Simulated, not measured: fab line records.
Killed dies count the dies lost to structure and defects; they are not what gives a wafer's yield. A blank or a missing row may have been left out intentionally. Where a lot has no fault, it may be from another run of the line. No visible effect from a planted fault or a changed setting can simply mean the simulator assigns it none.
A lot that was struck, set against a sound lot | flow gf180mcu | 18 out of 602 route steps
Sound: these wafers, L565.1, L565.3, L565.6. Wafers struck: L578.2, L578.3, L578.6. Last of all comes the cause.
At each step with rows: each side's tool, then ch and its chambers, then its first start. Under that, the readings that differ: sound wafers | struck wafers | difference of the means | sigmas: that difference in standard deviations of wafers without a fault.
alike: a reading whose means differ by less than 2 such deviations, as well as words and numbers matching on both sides. not compared: withheld readings; readings where some wafer has no value; bounds like >300 that might hide an equal value; numbers whose values overlap and for which the record gives no deviation.
Wherever a step has rows on one side only, a row that says differs or no value, or a row with sigmas, the two part there. Numbers that have no deviation but don't overlap get no sigmas and don't part them. A reading that every wafer of one side lacks parts them only if that side has two wafers or more.

first, 3 steps without rows for these wafers: GF_MVSD_EXPOSE_04 (exposes mask MVSD, target cd 1000 nm); GF_MVSD_PEB_05; GF_MVSD_DEVELOP_06 (develop time 60 s).
GF_MVSD_OVL_MEAS_07:
  sound on overlay-01, day 5 22:31; struck on overlay-02, day 8 19:56
  alike: MVSD_OVL
then, 2 steps without rows for these wafers: GF_MVSD_IMPLANT_08; GF_MVSD_IMPLANT_09.
GF_MVSD_STRIP_10: strips in O2/N2.
  sound on plasmaAsher-01 ch 0,1, day 5 22:51; struck on plasmaAsher-01 ch 0,1, day 8 20:16
  alike: drypumpMotorCurrentA, heaterPowerW, oesProductAu, stripTimeToEndpointS
  not compared: rfHoursCounterH
GF_MVSD_TW_MEAS_11:
  sound on filmMetro-04, day 5 22:57; struck on filmMetro-03, day 8 20:22
reading | sound          | struck         | difference | sigmas
MVSD_TW | 1563 1563 1563 | 1585 1584 1581 | +20        | +2
then, 4 steps without rows for these wafers: GF_MVPSD_DEHYDRATE_00 (time 60 s); GF_MVPSD_HMDS_01 (prime time 60 s); GF_MVPSD_COAT_02 (resist thk 3000 nm); GF_MVPSD_SOFTBAKE_03.
GF_MVPSD_EXPOSE_04: exposes mask MVPSD, target cd 1000 nm.
  sound on ilineStepper-02 ch 0, day 6 07:01; struck on ilineStepper-02 ch 0, day 9 05:16
reading                     | sound                   | struck            | difference | sigmas
model.MVPSD.overlayXNm (nm) | -0.9426 -0.9426 -0.9426 | 4.286 4.286 4.286 | +5.229     | 
  alike: mask
then, 2 steps without rows for these wafers: GF_MVPSD_PEB_05; GF_MVPSD_DEVELOP_06 (develop time 60 s).
GF_MVPSD_OVL_MEAS_07:
  sound on overlay-01, day 6 14:49; struck on overlay-01, day 9 13:47
reading        | sound         | struck      | difference | sigmas
MVPSD_OVL (nm) | 0.1 -1.1 -1.6 | 3.0 4.2 4.3 | +4.7       | +4
then, 1 step without rows for these wafers: GF_MVPSD_IMPLANT_08.
GF_PASSIVATION_PROBE_99:
  sound wafers here have rows in the record (prober-02, day 31 07:44); struck ones have none

== WHERE THEY PART ==
Earliest at GF_MVSD_TW_MEAS_11; latest, in this record, at GF_PASSIVATION_PROBE_99.

WHY: what had been put in by the simulator
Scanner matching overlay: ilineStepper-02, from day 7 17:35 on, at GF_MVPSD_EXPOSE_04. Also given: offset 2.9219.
